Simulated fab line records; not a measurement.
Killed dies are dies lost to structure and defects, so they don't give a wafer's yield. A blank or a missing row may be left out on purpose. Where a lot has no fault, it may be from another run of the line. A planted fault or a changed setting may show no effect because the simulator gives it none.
fab line records ; flow gf180mcu
record lots=12; wafers=36; lastDay=34
route steps=602 shown STI@15 V1@337 V2@384
lots that met no fault: taken from a fault-free run of the same line
startH: hours from the record's opening day to when the first of the lot's shown wafers began ; waitH: how many hours have passed since the lot's step before this one ; " unchanged from the row above ; L1.1+2: a single row standing in for several wafers ; - no value present, or no start provided ; * or withheld: withheld ; < > ~ a bound
route shown NAME@n: NAME is a module with steps in the file, n the number in the route of the first one ; usual: mean/standard deviation taken from wafers without a fault ; same: alike in all rows ; chamber/n: place in a boat ; sites: readings site by site ; _std_site: standard deviation of those values ; _edge_site: mean of outer sites minus mean of inner sites ; radiusMm: how far each site lies from the wafer's centre ; mask NAME#n: copy n ; behind: the tool/chamber that last shaped the wafer ; hold: reason for holding the lot/hours on hold/outcome of the hold ; device: names the non-switching transistor (n, p or np) ; end of line: the same wafers' tests at the end of the route ; where a step has no rows: the recipe by itself ; killed: the dies lost at the first sort to structure and to defects; this is not the yield of the wafer ; map: shows each die of a wafer: x if killed, . if not, _ if none is there
set.NAME: the run value of the setting; set.NAME@STEP: its run value at that earlier step ; model.NAME: the simulator's own value behind a step, which no gauge read
a sample of lots followed through the steps of the route, with each step as a table and each wafer as a row
services: a tool's chamber out of use, with start hour (startH, from the record's first day; less than 0 if before it), hours out, and reason
## steps
# step GF_STI_ETCH_14
# recipe target=Si; chemistry=HBr/Cl2/O2; targetDepthNm=360; icpW=600; biasW=150; pressureMtorr=15; HBr_flow_sccm=150; Cl2_flow_sccm=40; O2_flow_sccm=6; timeS=102.9
# usual drypumpMotorCurrentA=5.6/0.47; heBacksideLeakSccm=2.7/0.3; mfcCl2Sccm=39.97/0.11; oesProductAu=0.995/0.0096; runLengthS=131.2/0.31; throttleValvePct=25.658/0.01
lot.wafer;tool;chamber;startH;waitH;drypumpMotorCurrentA;heBacksideLeakSccm;mfcCl2Sccm;oesProductAu;rfHoursCounterH;runLengthS;throttleValvePct
L928.2;rieSi-01;3;25.22;0.0;5.1;2.5;40.17;0.990;108;130.5;25.663
L928.4;rieSi-01;1;25.22;0.0;6.0;2.7;39.81;0.990;16;130.8;25.678
L928.6;rieSi-01;3;25.22;0.0;5.1;2.6;40.09;0.987;-;130.6;25.664
L929.2;rieSi-02;0;30.67;0.0;5.2;2.3;39.88;0.993;11;131.2;25.657
L929.3;rieSi-02;2;30.67;0.0;5.6;2.6;40.23;1.009;3;131.5;25.633
L929.6;rieSi-02;0;30.67;0.0;5.2;2.4;39.89;1.002;-;131.0;25.651
L931.1;rieSi-02;1;40.37;0.0;5.2;2.9;39.89;0.986;71;130.7;25.674
L931.4;rieSi-02;0;40.37;0.0;5.2;2.5;40.00;1.003;11;130.9;25.654
L931.6;rieSi-02;0;40.37;0.0;5.2;2.4;40.00;1.002;-;130.8;25.663
L932.3;rieSi-02;1;49.50;0.0;5.3;3.0;39.97;0.984;71;131.2;25.668
L932.4;rieSi-02;2;49.50;0.0;5.6;2.8;39.84;0.997;4;131.2;25.657
L932.6;rieSi-02;1;49.50;0.0;5.3;3.0;39.92;1.000;-;131.2;25.669
L937.2;rieSi-02;2;71.37;0.0;5.6;2.6;40.00;1.005;4;131.2;25.646
L937.3;rieSi-02;1;71.37;0.0;5.3;2.9;40.03;1.007;72;122.0;25.688
L937.4;rieSi-02;3;71.37;0.0;6.0;2.8;39.88;1.011;1;131.3;25.640
L939.1;rieSi-02;1;82.27;0.0;5.3;3.0;39.93;0.993;72;121.7;25.669
L939.2;rieSi-02;2;82.27;0.0;5.6;2.6;39.85;0.998;4;131.5;25.650
L939.5;rieSi-02;2;82.27;0.0;5.6;2.7;39.81;0.996;-;131.4;25.657
L941.1;rieSi-01;1;91.92;0.0;6.1;2.6;39.97;0.985;17;131.3;25.653
L941.3;rieSi-01;2;91.92;0.0;5.6;2.6;40.00;0.990;83;131.5;25.664
L941.5;rieSi-01;3;91.92;0.0;5.1;2.6;40.06;1.000;-;131.1;25.666
L943.1;rieSi-01;0;102.64;0.0;6.6;3.0;39.86;0.989;115;131.3;25.663
L943.5;rieSi-01;3;102.64;0.0;5.1;2.6;39.88;0.995;-;130.8;25.660
L943.6;rieSi-01;2;102.64;0.0;5.7;2.6;40.01;0.995;-;131.6;25.659
L944.2;rieSi-01;1;108.77;0.0;6.0;2.7;40.08;0.988;17;131.5;25.652
L944.3;rieSi-01;0;108.77;0.0;6.6;3.2;40.09;0.990;115;131.5;25.669
L944.5;rieSi-01;3;108.77;0.0;5.0;2.7;39.86;0.998;-;130.9;25.663
L945.2;rieSi-01;1;114.27;0.0;6.0;2.8;39.99;0.980;17;131.0;25.670
L945.4;rieSi-01;0;114.27;0.0;6.6;3.0;39.88;0.985;-;131.3;25.660
L945.6;rieSi-01;3;114.27;0.0;5.1;2.6;39.70;0.997;-;130.7;25.678
L948.2;rieSi-01;2;129.32;0.0;5.7;2.6;40.07;0.986;83;131.3;25.656
L948.4;rieSi-01;1;129.32;0.0;6.0;2.6;39.67;0.984;17;130.9;25.654
L948.5;rieSi-01;1;129.32;0.0;6.0;2.8;39.89;0.990;-;131.3;25.668
L949.1;rieSi-01;3;135.15;0.0;5.1;2.6;39.93;0.993;110;130.5;25.654
L949.2;rieSi-01;1;135.15;0.0;6.0;2.8;40.12;0.987;17;131.4;25.669
L949.3;rieSi-01;0;135.15;0.0;6.6;3.1;39.83;0.992;116;131.4;25.670
# step GF_V1_CVD_02
# recipe material=SiO2; targetThkNm=850; precursor=TEOS; tempC=400; timeS=94.851; rfW=600
# usual heaterPowerW=664/89
lot.wafer;tool;chamber;startH;waitH;heaterPowerW
L928.2;pecvd-01;2;378.97;0.0;668
L928.4;pecvd-01;0;378.97;0.0;734
L928.6;pecvd-01;2;378.97;0.0;718
L929.2;pecvd-01;1;392.68;0.0;679
L929.3;pecvd-01;0;392.68;0.0;721
L929.6;pecvd-01;1;392.68;0.0;569
L931.1;pecvd-03;0;405.86;0.1;689
L931.4;pecvd-03;0;405.86;0.1;742
L931.6;pecvd-03;2;405.86;0.1;710
L932.3;pecvd-01;1;417.70;0.0;701
L932.4;pecvd-01;1;417.70;0.0;556
L932.6;pecvd-01;2;417.70;0.0;766
L937.2;pecvd-03;1;468.19;0.0;648
L937.3;pecvd-03;2;468.19;0.0;603
L937.4;pecvd-03;2;468.19;0.0;657
L939.1;pecvd-01;2;490.20;0.1;671
L939.2;pecvd-01;1;490.20;0.1;572
L939.5;pecvd-01;2;490.20;0.1;701
L941.1;pecvd-01;1;506.68;0.1;593
L941.3;pecvd-01;0;506.68;0.1;656
L941.5;pecvd-01;0;506.68;0.1;729
L943.1;pecvd-04;0;526.69;0.1;504
L943.5;pecvd-04;1;526.69;0.1;730
L943.6;pecvd-04;2;526.69;0.1;732
L944.2;pecvd-03;2;541.29;0.0;589
L944.3;pecvd-03;1;541.29;0.0;650
L944.5;pecvd-03;1;541.29;0.0;538
L945.2;pecvd-04;0;553.54;0.0;489
L945.4;pecvd-04;1;553.54;0.0;760
L945.6;pecvd-04;2;553.54;0.0;653
L948.2;pecvd-01;0;565.69;0.0;681
L948.4;pecvd-01;1;565.69;0.0;583
L948.5;pecvd-01;2;565.69;0.0;737
L949.1;pecvd-03;2;570.09;0.1;702
L949.2;pecvd-03;0;570.09;0.1;695
L949.3;pecvd-03;1;570.09;0.1;570
# step GF_V2_CVD_02
# recipe material=SiO2; targetThkNm=850; precursor=TEOS; tempC=400; timeS=94.851; rfW=600
# usual heaterPowerW=663/77
lot.wafer;tool;chamber;startH;waitH;heaterPowerW
L928.2;pecvd-03;2;427.91;0.0;601
L928.4;pecvd-03;1;427.91;0.0;588
L928.6;pecvd-03;1;427.91;0.0;636
L929.2;pecvd-02;2;442.91;0.0;675
L929.3;pecvd-02;1;442.91;0.0;573
L929.6;pecvd-02;2;442.91;0.0;717
L931.1;pecvd-03;2;456.43;0.1;732
L931.4;pecvd-03;0;456.43;0.1;785
L931.6;pecvd-03;2;456.43;0.1;584
L932.3;pecvd-01;1;470.02;0.0;618
L932.4;pecvd-01;1;470.02;0.0;670
L932.6;pecvd-01;2;470.02;0.0;767
L937.2;pecvd-03;1;518.21;0.0;618
L937.3;pecvd-03;0;518.21;0.0;666
L937.4;pecvd-03;0;518.21;0.0;740
L939.1;pecvd-03;1;539.92;0.1;650
L939.2;pecvd-03;2;539.92;0.1;726
L939.5;pecvd-03;1;539.92;0.1;641
L941.1;pecvd-02;0;555.96;0.1;629
L941.3;pecvd-02;2;555.96;0.1;683
L941.5;pecvd-02;1;555.96;0.1;479
L943.1;pecvd-02;1;574.14;0.1;571
L943.5;pecvd-02;0;574.14;0.1;682
L943.6;pecvd-02;1;574.14;0.1;478
L944.2;pecvd-03;1;587.67;0.0;555
L944.3;pecvd-03;2;587.67;0.0;729
L944.5;pecvd-03;0;587.67;0.0;807
L945.2;pecvd-02;0;599.70;0.0;650
L945.4;pecvd-02;2;599.70;0.0;737
L945.6;pecvd-02;0;599.70;0.0;681
L948.2;pecvd-01;0;611.34;0.0;718
L948.4;pecvd-01;0;611.34;0.0;753
L948.5;pecvd-01;2;611.34;0.0;597
L949.1;pecvd-02;2;614.76;0.1;617
L949.2;pecvd-02;0;614.76;0.1;710
L949.3;pecvd-02;1;614.76;0.1;583
# step GF_V2_SPUTTER_21
# recipe material=Ti; targetThkNm=15; chamberPressurePa=5; powerW=2500; substrateTempC=200; timeS=80.02
# usual throttleValvePct=29.8/1
lot.wafer;tool;chamber;startH;waitH;throttleValvePct
L928.2;pvdSputter-01;-;453.62;0.0;31.1
L928.4;pvdSputter-01;-;453.62;0.0;28.7
L928.6;pvdSputter-01;-;453.62;0.0;28.3
L929.2;pvdSputter-04;-;468.88;0.0;31.2
L929.3;pvdSputter-04;-;468.88;0.0;28.1
L929.6;pvdSputter-04;-;468.88;0.0;28.7
L931.1;pvdSputter-03;-;482.93;0.0;30.3
L931.4;pvdSputter-03;-;482.93;0.0;30.4
L931.6;pvdSputter-03;-;482.93;0.0;30.6
L932.3;pvdSputter-04;-;495.48;0.0;27.6
L932.4;pvdSputter-04;-;495.48;0.0;28.7
L932.6;pvdSputter-04;-;495.48;0.0;28.8
L937.2;pvdSputter-04;-;542.01;0.0;28.6
L937.3;pvdSputter-04;-;542.01;0.0;28.6
L937.4;pvdSputter-04;-;542.01;0.0;31.2
L939.1;pvdSputter-01;-;563.26;0.0;29.0
L939.2;pvdSputter-01;-;563.26;0.0;31.0
L939.5;pvdSputter-01;-;563.26;0.0;30.9
L941.1;pvdSputter-01;-;578.62;0.0;30.6
L941.3;pvdSputter-01;-;578.62;0.0;28.9
L941.5;pvdSputter-01;-;578.62;0.0;31.0
L943.1;pvdSputter-03;-;596.43;0.0;30.5
L943.5;pvdSputter-03;-;596.43;0.0;30.2
L943.6;pvdSputter-03;-;596.43;0.0;30.2
L944.2;pvdSputter-03;-;610.47;0.0;30.4
L944.3;pvdSputter-03;-;610.47;0.0;30.3
L944.5;pvdSputter-03;-;610.47;0.0;30.3
L945.2;pvdSputter-03;-;621.41;0.0;30.4
L945.4;pvdSputter-03;-;621.41;0.0;30.3
L945.6;pvdSputter-03;-;621.41;0.0;30.2
L948.2;pvdSputter-04;-;633.18;0.0;31.2
L948.4;pvdSputter-04;-;633.18;0.0;28.7
L948.5;pvdSputter-04;-;633.18;0.0;28.5
L949.1;pvdSputter-01;-;636.23;0.0;31.0
L949.2;pvdSputter-01;-;636.23;0.0;28.9
L949.3;pvdSputter-01;-;636.23;0.0;28.5
## services
tool;chamber;startH;hours;kind
rieSi-01;1;34.19;4.2;repair
pecvd-03;0;40.93;2.5;repair
rieSi-01;2;78.18;4.3;repair
rieSi-02;2;89.75;3.5;repair
pecvd-01;-;102.78;6.0;pm
rieSi-01;2;110.50;5.1;repair
pecvd-02;-;160.62;14.0;pm
rieSi-01;2;172.66;8.5;repair
pecvd-01;-;192.46;2.8;repair
rieSi-01;3;192.77;7.7;repair
pecvd-01;-;206.09;5.5;pm
pecvd-03;-;250.72;2.8;pm
pecvd-01;2;317.39;7.4;repair
rieSi-01;-;384.89;2.8;pm
pecvd-03;0;427.09;6.1;repair
pecvd-01;-;429.32;4.3;pm
pecvd-01;-;444.46;2.8;pm
pecvd-03;2;444.60;7.2;repair
pecvd-03;1;457.31;4.8;repair
rieSi-01;0;460.99;5.2;repair
rieSi-01;2;496.09;1.9;repair
rieSi-01;-;555.82;14.6;pm
pecvd-03;-;591.12;14.0;pm
rieSi-01;-;594.66;0.6;repair
## key
firstSign step=GF_STI_ETCH_14; reading=runLengthS; direction=down; sigmas=30; usual=*; struck=*
effect none on later readings
metAt GF_STI_ETCH_14
struckLots L937,L939
struckWafers L937.3,L939.1
testerLeftOut L937,L939
notActingAt GF_V1_CVD_02,GF_V2_CVD_02,GF_V2_SPUTTER_21
onsetBetween 49.50 71.37
fault kind=processParameterDrift; tool=rieSi-02; chamber=1; onsetH=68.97; steps=GF_STI_ETCH_14; channel=timeS; offset=*; shape=step; endH=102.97; actsIn=*; stated=*
# testerLeftOut: of these lots the tester's yield and bins aren't shown, on N5 and GAA mostly nor the transistor test; their killed dies are dies lost to structure and defects alone, not to doping, threshold or leakage, so they don't give the yield
